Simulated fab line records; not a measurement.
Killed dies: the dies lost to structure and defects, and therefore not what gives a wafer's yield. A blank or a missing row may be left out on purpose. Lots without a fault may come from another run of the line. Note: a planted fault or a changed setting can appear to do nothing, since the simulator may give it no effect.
Which tool was responsible? / flow sky130 / route of 708 steps, sampled at 1 step: 15 lots, 45 wafers

## WHAT THE GAUGES SHOWED, per wafer
The record holds no reading of a measuring or inspecting step that can be judged against a usual standard deviation.

## EACH LOT AND THE TOOL THAT RAN IT (in order: tool; ch and the chambers of the sampled wafers; start)
lot=L884; SKY_VT_ADJUST_HVTR_EXPOSE_04=iline stepper-01 ch 0, day 8 21:57
lot=L887; SKY_VT_ADJUST_HVTR_EXPOSE_04=iline stepper-01 ch 0, day 9 19:47
lot=L888; SKY_VT_ADJUST_HVTR_EXPOSE_04=iline stepper-01 ch 0, day 10 00:48
lot=L889; SKY_VT_ADJUST_HVTR_EXPOSE_04=iline stepper-01 ch 0, day 10 09:22
lot=L890; SKY_VT_ADJUST_HVTR_EXPOSE_04=iline stepper-02 ch 0, day 10 16:06
lot=L891; SKY_VT_ADJUST_HVTR_EXPOSE_04=iline stepper-01 ch 0, day 10 18:25
lot=L892; SKY_VT_ADJUST_HVTR_EXPOSE_04=iline stepper-02 ch 0, day 11 02:55
lot=L893; SKY_VT_ADJUST_HVTR_EXPOSE_04=iline stepper-02 ch 0, day 11 15:36
lot=L894; SKY_VT_ADJUST_HVTR_EXPOSE_04=iline stepper-02 ch 0, day 11 20:51
lot=L895; SKY_VT_ADJUST_HVTR_EXPOSE_04=iline stepper-01 ch 0, day 12 03:29
lot=L896; SKY_VT_ADJUST_HVTR_EXPOSE_04=iline stepper-02 ch 0, day 12 13:41
lot=L903; SKY_VT_ADJUST_HVTR_EXPOSE_04=iline stepper-01 ch 0, day 14 11:14
lot=L905; SKY_VT_ADJUST_HVTR_EXPOSE_04=iline stepper-01, day 15 12:02
lot=L906; SKY_VT_ADJUST_HVTR_EXPOSE_04=iline stepper-01, day 15 17:43
lot=L907; SKY_VT_ADJUST_HVTR_EXPOSE_04=iline stepper-01, day 16 01:23
- SKY_VT_ADJUST_HVTR_EXPOSE_04: exposes mask HVTRM, target cd 380 nm.

## WHAT THE TOOLS THEMSELVES READ (means of the sampled wafers that have a number; where no wafer has one, the mark that the record gives instead)
SKY_VT_ADJUST_HVTR_EXPOSE_04.
lot=L884; tool=iline stepper-01; exposure dose mJ cm2=149.98; focus offset nm (nm)=-0.4
lot=L887; tool=iline stepper-01; exposure dose mJ cm2=150.15; focus offset nm (nm)=0.5
lot=L888; tool=iline stepper-01; exposure dose mJ cm2=150.12; focus offset nm (nm)=-0.3
lot=L889; tool=iline stepper-01; exposure dose mJ cm2=150.30; focus offset nm (nm)=0.5
lot=L890; tool=iline stepper-02; exposure dose mJ cm2=150.09; focus offset nm (nm)=0.2
lot=L891; tool=iline stepper-01; exposure dose mJ cm2=149.91; focus offset nm (nm)=-0.1
lot=L892; tool=iline stepper-02; exposure dose mJ cm2=149.89; focus offset nm (nm)=-0.3
lot=L893; tool=iline stepper-02; exposure dose mJ cm2=150.08; focus offset nm (nm)=0.2
lot=L894; tool=iline stepper-02; exposure dose mJ cm2=150.19; focus offset nm (nm)=0.7
lot=L895; tool=iline stepper-01; exposure dose mJ cm2=150.01; focus offset nm (nm)=0.0
lot=L896; tool=iline stepper-02; exposure dose mJ cm2=149.90; focus offset nm (nm)=-0.0
lot=L903; tool=iline stepper-01; exposure dose mJ cm2=149.76; focus offset nm (nm)=0.2
lot=L905; tool=iline stepper-01; exposure dose mJ cm2=-; focus offset nm (nm)=-
lot=L906; tool=iline stepper-01; exposure dose mJ cm2=-; focus offset nm (nm)=-
lot=L907; tool=iline stepper-01; exposure dose mJ cm2=-; focus offset nm (nm)=-

## THE ANSWER, worked out from the rows above alone
Rule: the lots themselves supply what counts as usual. Put in order of their means at a reading, lots are off if they are a third of the lots or fewer, leave a main group of 4 or more, and stand apart from it by a gap of 3 or more times the standard deviation of the main group's means; of several such gaps the widest counts. Not used: any main group whose means are identical at the precision the tables above print for the reading. Also off: a lot with no number at a reading for which 4 or more lots have one. Where the step has rows for the other lots, those lots are counted as sound. Order of review: gauges by route order, followed by the tools' own readings, for which a lot's mean as printed above is used. The first step at which some lot is off is used, and at that step the reading that is off furthest; a lot without a number counts as furthest.
Off: L905, L906, L907, at SKY_VT_ADJUST_HVTR_EXPOSE_04 (exposure dose mJ cm2). Without a number there: L905, L906, L907. The main group: mean 150.03, standard deviation 0.15.
If a tool, at that step or one of the process steps before it, ran each lot that is off and ran no sound lot following the first of them, it fits. One candidate fits, namely iline stepper-01 at SKY_VT_ADJUST_HVTR_EXPOSE_04. A fault onset in the window from L903 (day 14 11:14, its last sound lot) to L905 (day 15 12:02, its first lot off) fits.
Blank at SKY_VT_ADJUST_HVTR_EXPOSE_04 on the lots that are off, where sound lots have numbers: exposure dose mJ cm2, focus offset nm.

## WHAT THE SIMULATOR HAD PUT IN
Whole step skipped at SKY_VT_ADJUST_HVTR_EXPOSE_04 on iline stepper-01, starting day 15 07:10. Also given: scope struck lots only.
Lots struck among those shown: L905, L906, L907. The rule given above showed the same thing.
